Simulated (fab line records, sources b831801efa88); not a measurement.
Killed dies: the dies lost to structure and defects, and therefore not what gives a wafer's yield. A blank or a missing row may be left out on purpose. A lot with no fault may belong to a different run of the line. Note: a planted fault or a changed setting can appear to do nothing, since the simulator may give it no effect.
A struck lot beside a sound one	flow gf180mcu	19 out of 602 route steps
Sound: these wafers, L511.2, L511.3, L511.6. Wafers L520.1, L520.2, L520.4 were the ones struck. The cause comes at the end.
For every step that has rows: the tool of each side, followed by ch and its chambers, followed by its first start. Under that, the readings that differ: sound wafers	struck wafers	difference of the means	sigmas: that difference in standard deviations of wafers without a fault.
alike: readings with means less than 2 such deviations apart, plus words and numbers identical on both sides. not compared: withheld readings, readings lacking a value on some wafer, bounds such as >300 that could conceal the same value, and numbers that have no deviation in the record and whose values overlap.
A row with sigmas, a row that says differs or no value, or rows on one side alone: a step with any of these is where the two part. Numbers that don't overlap but have no deviation are shown without sigmas and don't part them. Lack of a reading on every wafer of one side parts them only where that side has two or more wafers.

GF_V1_CMP_26: polishes, stops on SiO2, t overpolish 15 s, target thk 0 nm.
  sound on cmp-01 ch 0,3, day 18 14:17; struck on cmp-01 ch 0,1,3, day 22 02:18
  alike: edge zone pressure frac, motor current A, overpolish run s, slurry flow ml min, time to endpoint s
GF_M2_SPUTTER_00: material Ti, target thk 37.5 nm, time 150 s.
  sound on pvd sputter-03, day 18 14:35; struck on pvd sputter-02, day 22 02:33
  alike: throttle valve pct
GF_M2_SPUTTER_01: material TiN, target thk 30 nm, time 25 s.
  sound on pvd sputter-03, day 18 14:41; struck on pvd sputter-02, day 22 02:39
  alike: throttle valve pct
GF_M2_SPUTTER_02: material AlCu, target thk 450 nm, time 23.9 s.
  sound on pvd sputter-03, day 18 14:43; struck on pvd sputter-02, day 22 02:41
  alike: throttle valve pct
then, 1 step without rows for these wafers: GF_M2_SPUTTER_03 (material Ti, target thk 10 nm, time 6.7 s).
GF_M2_SPUTTER_04: material TiN, target thk 50 nm, time 42.94 s.
  sound on pvd sputter-03, day 18 14:46; struck on pvd sputter-02, day 22 02:44
  alike: throttle valve pct
GF_M2_RS_MEAS_05: the measuring method here is four-point-probe.
  sound on film metro-04, day 18 14:49; struck on film metro-04, day 22 02:47
  alike: M2_ALCU_RS
GF_M2_THK_MEAS_06: measures by xrf.
  sound on film metro-04, day 18 14:56; struck on film metro-04, day 22 02:54
  alike: M2_ALCU_THK
then, 4 steps without rows for these wafers: GF_M2_DEHYDRATE_07 (time 60 s); GF_M2_HMDS_08 (prime time 60 s); GF_M2_COAT_09 (resist thk 1000 nm); GF_M2_SOFTBAKE_10 (time 60 s).
GF_M2_EXPOSE_11: exposes mask Metal2, target cd 280 nm.
  sound on krf scanner-02 ch 0, day 19 02:56; struck on krf scanner-01 ch 0, day 22 13:58
reading	sound	struck	difference	sigmas
exposure dose mJ cm2	27.97 27.97 27.99	27.39 27.35 27.34	-0.62	-4
  alike: mask
then, 2 steps without rows for these wafers: GF_M2_PEB_12 (peb time 90 s); GF_M2_DEVELOP_13 (develop time 60 s).
GF_M2_CD_MEAS_14: target cd 280 nm.
  sound on cd sem-02, day 19 15:11; struck on cd sem-01, day 23 01:46
reading	sound	struck	difference	sigmas
cd nm (nm)	279.7 279.8 279.2	285.6 285.4 284.9	+5.7	+5
GF_M2_OVL_MEAS_15:
  sound on overlay-01, day 19 15:18; struck on overlay-01, day 23 01:53
reading	sound	struck	difference	sigmas
M2_OVL (nm)	-8 -3 -15	8 0 7	+14	+2
GF_M2_METAL_ETCH_16: etches the open film in Cl2/BCl3, stops on SiO2, target depth 750.8 nm, time 125.1 s.
  sound on rie metal-03 ch 0,1, day 19 15:20; struck on rie metal-02 ch 0,1, day 23 01:55
reading	sound	struck	difference	sigmas
model.M2.cd nm (nm)	280.6 278.6 281.4	285.5 284.2 286.1	+5.1	
  alike: drypump motor current A, oes product au, throttle valve pct
  not compared: rf hours counter h
then, 1 step without rows for these wafers: GF_M2_STRIP_17 (strips in O2/N2).

WHERE THEY PART
Last at GF_M2_OVL_MEAS_15 as far as this record goes, first at GF_M2_EXPOSE_11. Later steps at which nothing parts them and some readings are alike: GF_M2_METAL_ETCH_16.

WHY: whatever the simulator had introduced
Drift in process parameters on krf scanner-01 at GF_M2_EXPOSE_11, starting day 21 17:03. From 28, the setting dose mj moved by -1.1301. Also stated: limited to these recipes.
